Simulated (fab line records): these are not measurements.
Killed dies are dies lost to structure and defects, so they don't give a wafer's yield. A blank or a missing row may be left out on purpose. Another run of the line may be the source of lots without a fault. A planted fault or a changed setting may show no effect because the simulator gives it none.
Which of the tools did it? / flow sky130 / Sampling: 15 lots, 45 wafers, 6 of 708 route steps

## WHAT THE GAUGES READ, wafer by wafer
SKY_VIA2_THK_MEAS_01. Usual: VIA2_HDPCVD_THK gives 1165 nm (standard deviation 13).
lot=L238; measured=day 35 19:31; on=film-metro-01; VIA2_HDPCVD_THK (nm)=1175 1181 1183; flag=
lot=L239; measured=day 36 12:04; on=film-metro-01; VIA2_HDPCVD_THK (nm)=1153 1152 1157; flag=
lot=L240; measured=day 36 13:58; on=film-metro-02; VIA2_HDPCVD_THK (nm)=1166 1147 1176; flag=
lot=L242; measured=day 37 06:36; on=film-metro-01; VIA2_HDPCVD_THK (nm)=1180 1158 1174; flag=
lot=L243; measured=day 37 09:31; on=film-metro-03; VIA2_HDPCVD_THK (nm)=1145 1166 1167; flag=
lot=L244; measured=day 37 17:06; on=film-metro-03; VIA2_HDPCVD_THK (nm)=1159 1164 1155; flag=
lot=L247; measured=day 38 21:18; on=film-metro-03; VIA2_HDPCVD_THK (nm)=1161 1153 1181; flag=
lot=L252; measured=day 39 22:31; on=film-metro-02; VIA2_HDPCVD_THK (nm)=1151 1155 1155; flag=
lot=L253; measured=day 40 06:16; on=film-metro-01; VIA2_HDPCVD_THK (nm)=1166 1152 1143; flag=
lot=L254; measured=day 40 16:10; on=film-metro-01; VIA2_HDPCVD_THK (nm)=1173 1191 1196; flag=
lot=L255; measured=day 40 19:13; on=film-metro-01; VIA2_HDPCVD_THK (nm)=1180 1180 1181; flag=
lot=L256; measured=day 41 06:20; on=film-metro-01; VIA2_HDPCVD_THK (nm)=1175 1181 1190; flag=
lot=L258; measured=day 41 19:22; on=film-metro-03; VIA2_HDPCVD_THK (nm)=1174 1168 1175; flag=
lot=L259; measured=day 41 22:42; on=film-metro-02; VIA2_HDPCVD_THK (nm)=1164 1156 1163; flag=
lot=L260; measured=day 42 05:40; on=film-metro-01; VIA2_HDPCVD_THK (nm)=1168 1151 1165; flag=

SKY_CAPM_RS_MEAS_03: measurement is done with a four-point probe. Usual: CAPM_TIN_RS gives 6.95 ohm/sq (standard deviation 0.09).
lot=L238; measured=day 36 23:16; on=film-metro-04; CAPM_TIN_RS (ohm/sq)=7.04 6.99 7.01; flag=
lot=L239; measured=day 37 16:11; on=film-metro-01; CAPM_TIN_RS (ohm/sq)=6.92 6.91 6.89; flag=
lot=L240; measured=day 37 18:39; on=film-metro-04; CAPM_TIN_RS (ohm/sq)=7.05 6.93 6.98; flag=
lot=L242; measured=day 38 10:25; on=film-metro-01; CAPM_TIN_RS (ohm/sq)=- - -; flag=OFF
lot=L243; measured=day 38 13:59; on=film-metro-03; CAPM_TIN_RS (ohm/sq)=- - -; flag=OFF
lot=L244; measured=day 38 19:50; on=film-metro-01; CAPM_TIN_RS (ohm/sq)=- - -; flag=OFF
lot=L247; measured=day 40 00:43; on=film-metro-03; CAPM_TIN_RS (ohm/sq)=6.97 6.95 6.97; flag=
lot=L252; measured=day 41 01:25; on=film-metro-04; CAPM_TIN_RS (ohm/sq)=7.17 7.11 7.18; flag=
lot=L253; measured=day 41 09:32; on=film-metro-03; CAPM_TIN_RS (ohm/sq)=7.09 7.03 7.01; flag=
lot=L254; measured=day 41 18:44; on=film-metro-03; CAPM_TIN_RS (ohm/sq)=6.88 6.92 6.88; flag=
lot=L255; measured=day 41 21:35; on=film-metro-04; CAPM_TIN_RS (ohm/sq)=7.01 6.94 7.04; flag=
lot=L256; measured=day 42 08:05; on=film-metro-04; CAPM_TIN_RS (ohm/sq)=6.92 6.94 6.80; flag=
lot=L258; measured=day 42 22:22; on=film-metro-04; CAPM_TIN_RS (ohm/sq)=6.92 6.91 6.95; flag=
lot=L259; measured=day 43 00:04; on=film-metro-03; CAPM_TIN_RS (ohm/sq)=6.79 6.82 6.81; flag=
lot=L260; measured=day 43 07:31; on=film-metro-04; CAPM_TIN_RS (ohm/sq)=6.93 6.94 6.85; flag=

SKY_CAPM_THK_MEAS_04: measures by xrf. Usual: CAPM_TIN_THK gives 200 nm (standard deviation 3.1).
lot=L238; measured=day 36 23:23; on=film-metro-04; CAPM_TIN_THK (nm)=199 201 199; flag=
lot=L239; measured=day 37 16:18; on=film-metro-01; CAPM_TIN_THK (nm)=199 199 200; flag=
lot=L240; measured=day 37 18:46; on=film-metro-04; CAPM_TIN_THK (nm)=200 203 202; flag=
lot=L242; measured=day 38 10:31; on=film-metro-01; CAPM_TIN_THK (nm)=<0 <0 <0; flag=OFF
lot=L243; measured=day 38 14:07; on=film-metro-03; CAPM_TIN_THK (nm)=<0 <0 <0; flag=OFF
lot=L244; measured=day 38 19:56; on=film-metro-01; CAPM_TIN_THK (nm)=<0 <0 <0; flag=OFF
lot=L247; measured=day 40 00:50; on=film-metro-03; CAPM_TIN_THK (nm)=199 199 198; flag=
lot=L252; measured=day 41 01:32; on=film-metro-04; CAPM_TIN_THK (nm)=196 197 196; flag=
lot=L253; measured=day 41 09:39; on=film-metro-03; CAPM_TIN_THK (nm)=197 198 199; flag=
lot=L254; measured=day 41 18:51; on=film-metro-03; CAPM_TIN_THK (nm)=202 201 202; flag=
lot=L255; measured=day 41 21:41; on=film-metro-04; CAPM_TIN_THK (nm)=200 202 199; flag=
lot=L256; measured=day 42 08:11; on=film-metro-04; CAPM_TIN_THK (nm)=203 203 206; flag=
lot=L258; measured=day 42 22:28; on=film-metro-04; CAPM_TIN_THK (nm)=204 202 202; flag=
lot=L259; measured=day 43 00:11; on=film-metro-03; CAPM_TIN_THK (nm)=205 205 205; flag=
lot=L260; measured=day 43 07:38; on=film-metro-04; CAPM_TIN_THK (nm)=201 202 205; flag=

## TOOL THAT RAN EACH LOT (tool first, then ch and the chambers of the sampled wafers, then the start)
lot=L238; SKY_VIA2_ETCH_15=rie-diel-04 ch 2,3, day 36 21:35; SKY_VIA2_CMP_24=cmp-01 ch 0,1, day 36 22:37; SKY_CAPM_SPUTTER_02=pvd-sputter-03, day 36 23:10
lot=L239; SKY_VIA2_ETCH_15=rie-diel-04 ch 0,1,2, day 37 14:30; SKY_VIA2_CMP_24=cmp-01 ch 0,2,3, day 37 15:38; SKY_CAPM_SPUTTER_02=pvd-sputter-03, day 37 16:04
lot=L240; SKY_VIA2_ETCH_15=rie-diel-01 ch 0,1,2, day 37 16:59; SKY_VIA2_CMP_24=cmp-01 ch 1,2, day 37 18:01; SKY_CAPM_SPUTTER_02=pvd-sputter-01, day 37 18:32
lot=L242; SKY_VIA2_ETCH_15=rie-diel-03 ch 0,1,3, day 38 08:41; SKY_VIA2_CMP_24=cmp-01 ch 1,2, day 38 09:47; SKY_CAPM_SPUTTER_02=pvd-sputter-01, day 38 10:16
lot=L243; SKY_VIA2_ETCH_15=rie-diel-03 ch 1,2,3, day 38 12:19; SKY_VIA2_CMP_24=cmp-02 ch 0,3, day 38 13:23; SKY_CAPM_SPUTTER_02=pvd-sputter-03, day 38 13:53
lot=L244; SKY_VIA2_ETCH_15=rie-diel-03 ch 0,3, day 38 18:02; SKY_VIA2_CMP_24=cmp-01 ch 1,3, day 38 19:12; SKY_CAPM_SPUTTER_02=pvd-sputter-02, day 38 19:42
lot=L247; SKY_VIA2_ETCH_15=rie-diel-01 ch 0,2,3, day 39 23:02; SKY_VIA2_CMP_24=cmp-01 ch 0,1,2, day 40 00:04; SKY_CAPM_SPUTTER_02=pvd-sputter-02, day 40 00:36
lot=L252; SKY_VIA2_ETCH_15=rie-diel-01 ch 0,2,3, day 40 23:36; SKY_VIA2_CMP_24=cmp-01 ch 1,3, day 41 00:45; SKY_CAPM_SPUTTER_02=pvd-sputter-02, day 41 01:18
lot=L253; SKY_VIA2_ETCH_15=rie-diel-01 ch 2,3, day 41 07:23; SKY_VIA2_CMP_24=cmp-01 ch 0,2,3, day 41 08:56; SKY_CAPM_SPUTTER_02=pvd-sputter-02, day 41 09:25
lot=L254; SKY_VIA2_ETCH_15=rie-diel-03 ch 0,1,2, day 41 17:04; SKY_VIA2_CMP_24=cmp-01 ch 0,1,3, day 41 18:11; SKY_CAPM_SPUTTER_02=pvd-sputter-03, day 41 18:37
lot=L255; SKY_VIA2_ETCH_15=rie-diel-01 ch 1,2, day 41 19:53; SKY_VIA2_CMP_24=cmp-01 ch 0,1, day 41 20:55; SKY_CAPM_SPUTTER_02=pvd-sputter-02, day 41 21:27
lot=L256; SKY_VIA2_ETCH_15=rie-diel-03 ch 0,3, day 42 06:21; SKY_VIA2_CMP_24=cmp-01 ch 1,2,3, day 42 07:29; SKY_CAPM_SPUTTER_02=pvd-sputter-02, day 42 07:59
lot=L258; SKY_VIA2_ETCH_15=rie-diel-04 ch 1,2, day 42 20:40; SKY_VIA2_CMP_24=cmp-01 ch 0,3, day 42 21:41; SKY_CAPM_SPUTTER_02=pvd-sputter-01, day 42 22:14
lot=L259; SKY_VIA2_ETCH_15=rie-diel-01 ch 0,1,2, day 42 22:24; SKY_VIA2_CMP_24=cmp-01 ch 0,1,3, day 42 23:25; SKY_CAPM_SPUTTER_02=pvd-sputter-03, day 42 23:58
lot=L260; SKY_VIA2_ETCH_15=rie-diel-03 ch 0,1,3, day 43 05:45; SKY_VIA2_CMP_24=cmp-01 ch 1,3, day 43 06:56; SKY_CAPM_SPUTTER_02=pvd-sputter-02, day 43 07:25
- SKY_VIA2_ETCH_15: etches SiO2 in C4F8/O2/Ar, stops on TiN, target depth 546 nm, time 84 s.
- SKY_VIA2_CMP_24: polishes, stops on SiO2, t overpolish 20 s, target thk 0 nm.
- SKY_CAPM_SPUTTER_02: material TiN, target thk 200 nm, time 166.7 s.

## AS READ BY THE TOOLS THEMSELVES (means over the sampled wafers that have a number; for cases with no such wafer, the mark the record gives instead)
SKY_VIA2_ETCH_15. Usual: oes-product-au at 0.938 a.u., with a standard deviation of 0.0051.
lot=L238; tool=rie-diel-04; oes-product-au (a.u.)=0.942; flag=
lot=L239; tool=rie-diel-04; oes-product-au (a.u.)=0.938; flag=
lot=L240; tool=rie-diel-01; oes-product-au (a.u.)=0.938; flag=
lot=L242; tool=rie-diel-03; oes-product-au (a.u.)=0.942; flag=
lot=L243; tool=rie-diel-03; oes-product-au (a.u.)=0.941; flag=
lot=L244; tool=rie-diel-03; oes-product-au (a.u.)=0.938; flag=
lot=L247; tool=rie-diel-01; oes-product-au (a.u.)=0.933; flag=
lot=L252; tool=rie-diel-01; oes-product-au (a.u.)=0.937; flag=
lot=L253; tool=rie-diel-01; oes-product-au (a.u.)=0.939; flag=
lot=L254; tool=rie-diel-03; oes-product-au (a.u.)=0.935; flag=
lot=L255; tool=rie-diel-01; oes-product-au (a.u.)=0.937; flag=
lot=L256; tool=rie-diel-03; oes-product-au (a.u.)=0.938; flag=
lot=L258; tool=rie-diel-04; oes-product-au (a.u.)=0.939; flag=
lot=L259; tool=rie-diel-01; oes-product-au (a.u.)=0.937; flag=
lot=L260; tool=rie-diel-03; oes-product-au (a.u.)=0.936; flag=

SKY_VIA2_CMP_24. Usual: motor-current-A 11.7 A, standard deviation 0.79; overpolish-run-s 20.000 s, standard deviation 0.0089; time-to-endpoint-s 98 s, standard deviation 5.3.
lot=L238; tool=cmp-01; motor-current-A (A)=12.4; overpolish-run-s (s)=19.992; time-to-endpoint-s (s)=93; flag=
lot=L239; tool=cmp-01; motor-current-A (A)=11.8; overpolish-run-s (s)=19.992; time-to-endpoint-s (s)=98; flag=
lot=L240; tool=cmp-01; motor-current-A (A)=11.9; overpolish-run-s (s)=19.998; time-to-endpoint-s (s)=100; flag=
lot=L242; tool=cmp-01; motor-current-A (A)=12.3; overpolish-run-s (s)=19.995; time-to-endpoint-s (s)=92; flag=
lot=L243; tool=cmp-02; motor-current-A (A)=11.5; overpolish-run-s (s)=20.001; time-to-endpoint-s (s)=94; flag=
lot=L244; tool=cmp-01; motor-current-A (A)=11.9; overpolish-run-s (s)=19.995; time-to-endpoint-s (s)=94; flag=
lot=L247; tool=cmp-01; motor-current-A (A)=11.5; overpolish-run-s (s)=20.007; time-to-endpoint-s (s)=95; flag=
lot=L252; tool=cmp-01; motor-current-A (A)=12.2; overpolish-run-s (s)=19.997; time-to-endpoint-s (s)=93; flag=
lot=L253; tool=cmp-01; motor-current-A (A)=11.6; overpolish-run-s (s)=19.997; time-to-endpoint-s (s)=99; flag=
lot=L254; tool=cmp-01; motor-current-A (A)=11.7; overpolish-run-s (s)=20.004; time-to-endpoint-s (s)=98; flag=
lot=L255; tool=cmp-01; motor-current-A (A)=11.9; overpolish-run-s (s)=19.996; time-to-endpoint-s (s)=93; flag=
lot=L256; tool=cmp-01; motor-current-A (A)=11.5; overpolish-run-s (s)=20.005; time-to-endpoint-s (s)=97; flag=
lot=L258; tool=cmp-01; motor-current-A (A)=11.7; overpolish-run-s (s)=19.987; time-to-endpoint-s (s)=98; flag=
lot=L259; tool=cmp-01; motor-current-A (A)=11.3; overpolish-run-s (s)=20.003; time-to-endpoint-s (s)=101; flag=
lot=L260; tool=cmp-01; motor-current-A (A)=12.1; overpolish-run-s (s)=20.003; time-to-endpoint-s (s)=100; flag=

SKY_CAPM_SPUTTER_02. Usual: cathode-dc-power-W 6500.0 W, standard deviation 1.2; chamber-pressure-pa 0.4000 Pa, standard deviation 0.00082; substrate-temp-c 299.98 C, standard deviation 0.2; throttle-valve-pct 29.8 %, standard deviation 1.1.
lot=L238; tool=pvd-sputter-03; cathode-dc-power-W (W)=6500.2; chamber-pressure-pa (Pa)=0.4001; substrate-temp-c (C)=300.07; throttle-valve-pct (%)=29.0; flag=
lot=L239; tool=pvd-sputter-03; cathode-dc-power-W (W)=6499.2; chamber-pressure-pa (Pa)=0.3999; substrate-temp-c (C)=299.93; throttle-valve-pct (%)=29.3; flag=
lot=L240; tool=pvd-sputter-01; cathode-dc-power-W (W)=6501.3; chamber-pressure-pa (Pa)=0.4004; substrate-temp-c (C)=299.88; throttle-valve-pct (%)=31.6; flag=
lot=L242; tool=pvd-sputter-01; cathode-dc-power-W (W)=-; chamber-pressure-pa (Pa)=-; substrate-temp-c (C)=-; throttle-valve-pct (%)=-; flag=OFF
lot=L243; tool=pvd-sputter-03; cathode-dc-power-W (W)=-; chamber-pressure-pa (Pa)=-; substrate-temp-c (C)=-; throttle-valve-pct (%)=-; flag=OFF
lot=L244; tool=pvd-sputter-02; cathode-dc-power-W (W)=-; chamber-pressure-pa (Pa)=-; substrate-temp-c (C)=-; throttle-valve-pct (%)=-; flag=OFF
lot=L247; tool=pvd-sputter-02; cathode-dc-power-W (W)=6498.1; chamber-pressure-pa (Pa)=0.3996; substrate-temp-c (C)=299.93; throttle-valve-pct (%)=29.6; flag=
lot=L252; tool=pvd-sputter-02; cathode-dc-power-W (W)=6501.0; chamber-pressure-pa (Pa)=0.4007; substrate-temp-c (C)=299.95; throttle-valve-pct (%)=29.8; flag=
lot=L253; tool=pvd-sputter-02; cathode-dc-power-W (W)=6499.6; chamber-pressure-pa (Pa)=0.3996; substrate-temp-c (C)=300.07; throttle-valve-pct (%)=30.0; flag=
lot=L254; tool=pvd-sputter-03; cathode-dc-power-W (W)=6499.5; chamber-pressure-pa (Pa)=0.4000; substrate-temp-c (C)=300.02; throttle-valve-pct (%)=28.4; flag=
lot=L255; tool=pvd-sputter-02; cathode-dc-power-W (W)=6500.2; chamber-pressure-pa (Pa)=0.3995; substrate-temp-c (C)=300.09; throttle-valve-pct (%)=30.1; flag=
lot=L256; tool=pvd-sputter-02; cathode-dc-power-W (W)=6499.6; chamber-pressure-pa (Pa)=0.3989; substrate-temp-c (C)=299.79; throttle-valve-pct (%)=30.2; flag=
lot=L258; tool=pvd-sputter-01; cathode-dc-power-W (W)=6499.7; chamber-pressure-pa (Pa)=0.4000; substrate-temp-c (C)=300.02; throttle-valve-pct (%)=30.8; flag=
lot=L259; tool=pvd-sputter-03; cathode-dc-power-W (W)=6500.4; chamber-pressure-pa (Pa)=0.4000; substrate-temp-c (C)=299.98; throttle-valve-pct (%)=29.2; flag=
lot=L260; tool=pvd-sputter-02; cathode-dc-power-W (W)=6498.8; chamber-pressure-pa (Pa)=0.3998; substrate-temp-c (C)=299.94; throttle-valve-pct (%)=30.2; flag=

## THE ANSWER, worked out from the rows above alone
Rule: take the mean of a lot's wafers that have a number; if it is more than 3 standard deviations from the usual mean, the lot is off. A lot without any number at a reading at which 4 lots or more have one is off too. Where the step has rows for the other lots, those lots are counted as sound. Order of review: gauges by route order, followed by the tools' own readings, for which a lot's mean as printed above is used. At the first step where some lot is off, the reading lying furthest off is the one used; lots without a number count as furthest.
Off: L242, L243, L244, seen at SKY_CAPM_RS_MEAS_03 (CAPM_TIN_RS). Without a number there: L242, L243, L244.
A tool fits if, at a process step before that reading, it ran every lot that is off, and no sound lot after the first of them. Not tried: the gauges at SKY_CAPM_RS_MEAS_03; whatever is off there is also off at SKY_CAPM_SPUTTER_02, on other tools, and gauge error can't account for it. Of those tried, none fits.

## WHAT THE SIMULATOR PUT IN
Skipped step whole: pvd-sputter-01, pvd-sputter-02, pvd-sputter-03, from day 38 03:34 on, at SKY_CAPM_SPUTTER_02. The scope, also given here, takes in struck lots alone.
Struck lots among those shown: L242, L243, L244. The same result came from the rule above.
